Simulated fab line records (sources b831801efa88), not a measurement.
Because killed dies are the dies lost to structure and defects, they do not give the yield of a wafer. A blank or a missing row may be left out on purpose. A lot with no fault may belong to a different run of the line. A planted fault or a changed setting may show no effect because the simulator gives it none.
Struck lot and sound lot, side by side | flow sky130 | 21 out of 708 route steps
Sound: these wafers, L288.2, L288.5, L288.6. Wafers struck: L294.3, L294.4, L294.5. The cause is given at the end.
At each step with rows: each side's tool, then ch and its chambers, then its first start. Under that, the readings that differ: sound wafers | struck wafers | difference of the means | sigmas: that difference in standard deviations of wafers without a fault.
alike: words and numbers the same on both sides, and readings whose means are apart by under 2 such deviations; not compared: readings that were withheld, readings missing a value for some wafer, numbers with overlapping values and no deviation given by the record, and bounds like >300 which may hide the same value.
Wherever a step has rows on one side only, a row that says differs or no value, or a row with sigmas, the two part there. Non-overlapping numbers with no deviation appear without sigmas and do not part them. A reading missing from all wafers of one side parts the sides only when that side holds two or more wafers.

first, 4 steps without rows for these wafers: SKY_METAL2_STRIP_21 (strips in post etch residue remover, time 1200 s); SKY_METAL2_CLEAN_22 (cleans in IPA, time 180 s); SKY_METAL2_CLEAN_23 (cleans in O3/DIW); SKY_VIA2_HDPCVD_00 (deposits SiO2, target thk 1180 nm, time 196.7 s).
SKY_VIA2_THK_MEAS_01:
  sound on film metro-02 at day 36 14:11; struck on film metro-02 at day 38 16:58
  alike: VIA2_HDPCVD_THK
SKY_VIA2_CMP_02: polishes SiO2.
  sound on cmp-02 ch 0,1,3, day 36 14:23; struck on cmp-02 ch 0,2, day 38 17:00
  alike: edge zone pressure frac, motor current A, slurry filter dp kPa
SKY_VIA2_BOW_MEAS_03:
  sound on film metro-01 at day 36 14:34; struck on film metro-03 at day 38 17:20
  alike: VIA2_BOW
then, 5 steps without rows for these wafers: SKY_VIA2_DEHYDRATE_04 (time 60 s); SKY_VIA2_HMDS_05 (prime time 60 s); SKY_VIA2_COAT_06 (resist thk 60 nm); SKY_VIA2_COAT_07 (resist thk 450 nm); SKY_VIA2_SOFTBAKE_08 (time 90 s).
SKY_VIA2_EXPOSE_09: exposes mask VIM2, target cd 200 nm.
  sound on krf scanner-02 ch 0, day 37 03:23; struck on krf scanner-01 ch 0, day 39 05:24
  reading              | sound             | struck            | difference | sigmas
  exposure dose mJ cm2 | 38.09 38.08 38.07 | 38.53 38.49 38.50 | +0.43      | +9
  alike: mask
following that, these wafers have no rows for 1 step: SKY_VIA2_PEB_10.
SKY_VIA2_DEVELOP_11: develop time 58.6 s.
  sound: litho track-03 ch 0; struck: litho track-04 ch 0
  reading               | sound           | struck            | difference | sigmas
  model.VIA2.cd nm (nm) | 203 202.5 201.8 | 184.8 195.6 189.8 | -12.4      |
SKY_VIA2_CD_MEAS_12: target cd 200 nm.
  sound on cd sem-02 at day 37 16:58; struck on cd sem-01 at day 39 18:44
  reading    | sound             | struck            | difference | sigmas
  cd nm (nm) | 203.0 202.5 202.0 | 185.1 195.7 189.5 | -12.4      | -8
  not compared: hold
SKY_VIA2_OVL_MEAS_13:
  sound on overlay-02 at day 37 17:04; struck on overlay-02 at day 39 21:32
  reading       | sound     | struck                                                                     | difference                   | sigmas
  hold          | - - -     | await dispo/2.7h/release await dispo/2.7h/release await dispo/2.7h/release | no value on the sound wafers |
  VIA2_OVL (nm) | -7 -11 -8 | -4 6 5                                                                     | +11                          | +2
SKY_VIA2_ETCH_14: etches BARC in N2/H2, stops on SiO2, time 45.9 s, target depth 60 nm.
  sound on rie diel-01 ch 1,2, day 37 17:05; struck on rie diel-04 ch 1,2,3, day 39 21:33
  alike: bias w, drypump motor current A, oes product au, throttle valve pct
  not compared: rf hours counter h
SKY_VIA2_ETCH_15: etches SiO2 in C4F8/O2/Ar, stops on TiN, target depth 546 nm, time 84 s.
  sound on rie diel-01 ch 1,2, day 37 17:08; struck on rie diel-04 ch 1,2,3, day 39 21:36
  alike: bias w, oes product au
  not compared: model.VIA2.cd nm
SKY_VIA2_STRIP_16: strips in O2/N2.
  sound on plasma asher-03 ch 0,1, day 37 17:12; struck on plasma asher-01 ch 0,1, day 39 21:41
  alike: drypump motor current A, oes product au, strip time to endpoint s
  not compared: rf hours counter h
-- the record jumps here: 9 days lie between the struck wafers' starts before and after (it left off in module VIA2 and takes up again in module PAD_OPEN, whose first step shown is number 708 of the route) --
SKY_PAD_OPEN_PROBE_99:
  sound on prober-01 at day 46 22:50; struck on prober-02 at day 48 12:25
  alike: defect limited yield, killed_at_M0_to_M3, killed_at_M4_up, killed at contacts, killed at front end, killed at other, killed dies, killed open, killed short, sort_bin_3_pad_short, sort_bin_5_function, sort_bin_6_memory, sort n pass, sort yield pct
  not compared: model.etest.via2 chain.rc ohm

## WHERE THEY PART
First at SKY_VIA2_EXPOSE_09; last, within this record, at SKY_VIA2_OVL_MEAS_13. Later steps at which nothing parts them and some readings are alike: SKY_VIA2_ETCH_14, SKY_VIA2_ETCH_15, SKY_VIA2_STRIP_16, SKY_PAD_OPEN_PROBE_99.

WHY: what had been put in by the simulator
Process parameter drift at SKY_VIA2_EXPOSE_09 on krf scanner-01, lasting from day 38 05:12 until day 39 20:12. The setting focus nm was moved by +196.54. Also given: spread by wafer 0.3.
